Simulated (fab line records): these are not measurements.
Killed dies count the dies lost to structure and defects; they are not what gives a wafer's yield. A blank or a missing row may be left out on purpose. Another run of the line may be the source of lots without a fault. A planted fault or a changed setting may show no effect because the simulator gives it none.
A lot that was struck, set against a sound lot ; flow sky130 ; 24 steps out of a route of 708
Sound: these wafers, L458.1, L458.2, L458.4. Struck: wafers L461.1, L461.3, L461.6. The cause is given at the end.
Each step with rows lists, per side, the tool, then ch with its chambers, then its first start. Under that, the readings that differ: sound wafers ; struck wafers ; difference of the means ; sigmas: that difference in standard deviations of wafers without a fault.
alike: readings whose means differ by less than 2 such deviations, and words and numbers that are the same on both sides. not compared: withheld readings, readings that some wafer has no value for, bounds like >300 that may hide the same value, and numbers for which the record gives no deviation and whose values overlap.
A row with sigmas, a row that says differs or no value, or rows on one side alone: a step with any of these is where the two part. Numbers that don't overlap but have no deviation are shown without sigmas and don't part them. Lack of a reading on every wafer of one side parts them only where that side has two or more wafers.

first, 4 steps without rows for these wafers: SKY_FIELD_ISO_DEHYDRATE_05 (time 60 s); SKY_FIELD_ISO_HMDS_06 (prime time 60 s); SKY_FIELD_ISO_COAT_07 (resist thk 60 nm); SKY_FIELD_ISO_COAT_08 (resist thk 450 nm).
SKY_FIELD_ISO_SOFTBAKE_09: time 92.29 s.
  sound: lithoTrack-04 ch 0; struck: lithoTrack-02 ch 0
  alike: plateSensorTCentreC, plateSensorTEdgeC
then, 3 steps without rows for these wafers: SKY_FIELD_ISO_EXPOSE_10 (exposes mask FOM, target cd 150 nm); SKY_FIELD_ISO_PEB_11; SKY_FIELD_ISO_DEVELOP_12 (develop time 60 s).
SKY_FIELD_ISO_CD_MEAS_13: target cd 150 nm.
  sound on cdSem-02, day 4 12:59; struck on cdSem-02, day 5 05:46
  alike: cdNm
SKY_FIELD_ISO_ETCH_14: etches BARC in N2/H2, stops on SiO2, time 48.11 s, target depth 60 nm.
  sound on rieDiel-02 ch 0,1,3, day 4 13:06; struck on rieDiel-02 ch 0,3, day 5 05:53
  alike: chamberPressureMTorr, drypumpMotorCurrentA, oesProductAu, throttleValvePct
  not compared: rfHoursCounterH
SKY_FIELD_ISO_ETCH_15: etches the open film in CHF3/O2, stops on Si, target depth 180 nm, time 72 s.
  sound on rieDiel-02 ch 0,1,3, day 4 13:08; struck on rieDiel-02 ch 0,3, day 5 05:56
  alike: O2_flow_sccm, biasW, drypumpMotorCurrentA, oesProductAu, throttleValvePct
  not compared: rfHoursCounterH
SKY_FIELD_ISO_STRIP_16: strips in O2/N2.
  sound on plasmaAsher-02 ch 0,1, day 4 13:11; struck on plasmaAsher-02 ch 0, day 5 05:59
  alike: drypumpMotorCurrentA, oesProductAu, stripTimeToEndpointS
  not compared: rfHoursCounterH
SKY_FIELD_ISO_ETCH_17: etches Si in HBr/Cl2/O2, target depth 342 nm, time 97.7 s.
  sound on rieSi-01 ch 0,1,3, day 4 13:17; struck on rieSi-01 ch 1,2,3, day 5 06:05
  no value came back on the struck wafers for any of 7 readings (HBr_flow_sccm (sccm), O2_flow_sccm (sccm) and others); on the sound wafers HBr_flow_sccm (sccm) reads 149.9 150.2 149.9
reading;sound;struck;difference;sigmas
model.Si3N4_of_FIELD_ISO_CVD_03.thkNm (nm);152.5 151.1 152.8;165.1 165.7 166.1;+13.5;
then, 7 steps without rows for these wafers: SKY_FIELD_ISO_WET_ETCH_18 (etches Si3N4 in H3PO4, target depth 25 nm, time 286 s); SKY_FIELD_ISO_CLEAN_19 (cleans in SC1/SC2, time 150 s); SKY_FIELD_ISO_CLEAN_20 (cleans in dHF, time 20 s); SKY_FIELD_ISO_WET_ETCH_21 (etches SiO2 in dHF, target depth 20 nm, time 400 s); SKY_FIELD_ISO_OXIDATION_22 (stabilise 600 s, purge 300 s, target thk 10 nm); SKY_FIELD_ISO_CVD_24 (deposits SiO2, target thk 595 nm, time 99.2 s); SKY_FIELD_ISO_ANNEAL_26 (time 1800 s).
SKY_FIELD_ISO_CMP_27: polishes, stops on Si3N4, t overpolish 16 s, target thk 457.8 nm.
  sound on cmp-02 ch 0,1,3, day 4 17:30; struck on cmp-02 ch 2,3, day 5 10:25
  alike: motorCurrentA
SKY_FIELD_ISO_WET_ETCH_28: etches SiO2 in dHF, target depth 23.7 nm, time 47 s.
  sound on wetBench-04 ch 3, day 4 17:48; struck on wetBench-04 ch 1, day 5 10:43
reading;sound;struck;difference;sigmas
model.Si3N4_of_FIELD_ISO_CVD_03.thkNm (nm);121.9 120.4 122.1;133.9 134.7 135.1;+13.1;
  alike: bathHeatDutyPct, runLengthS
then, 1 step without rows for these wafers: SKY_FIELD_ISO_WET_ETCH_29 (etches Si3N4 in H3PO4, target depth 160 nm, time 1825 s).
-- a jump in the record: the struck wafers' starts before and after are 44 days apart (it breaks off in module FIELD_ISO and resumes in module PAD_OPEN, where the first step shown is number 708 of the route) --
SKY_PAD_OPEN_PROBE_99:
  sound on prober-02, day 48 09:59; struck on prober-01, day 49 03:57
reading;sound;struck;difference;sigmas
killedAtFrontEnd;18 23 11;428 428 412;+405;+86
killedDies;97 101 101;492 492 492;+392;+40
killedOnRim;24 18 16;96 96 96;+77;+19
  alike: killed_at_M0_to_M3, killed_at_M4_up, killedAtContacts, killedAtOther, killedOpen, killedShort

## WHERE THEY PART
Last at SKY_PAD_OPEN_PROBE_99 as far as this record goes, first at SKY_FIELD_ISO_ETCH_17.

WHY: the cause the simulator had injected
Beginning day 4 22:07, the whole step at SKY_FIELD_ISO_ETCH_17 was skipped on rieSi-01. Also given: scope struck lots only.
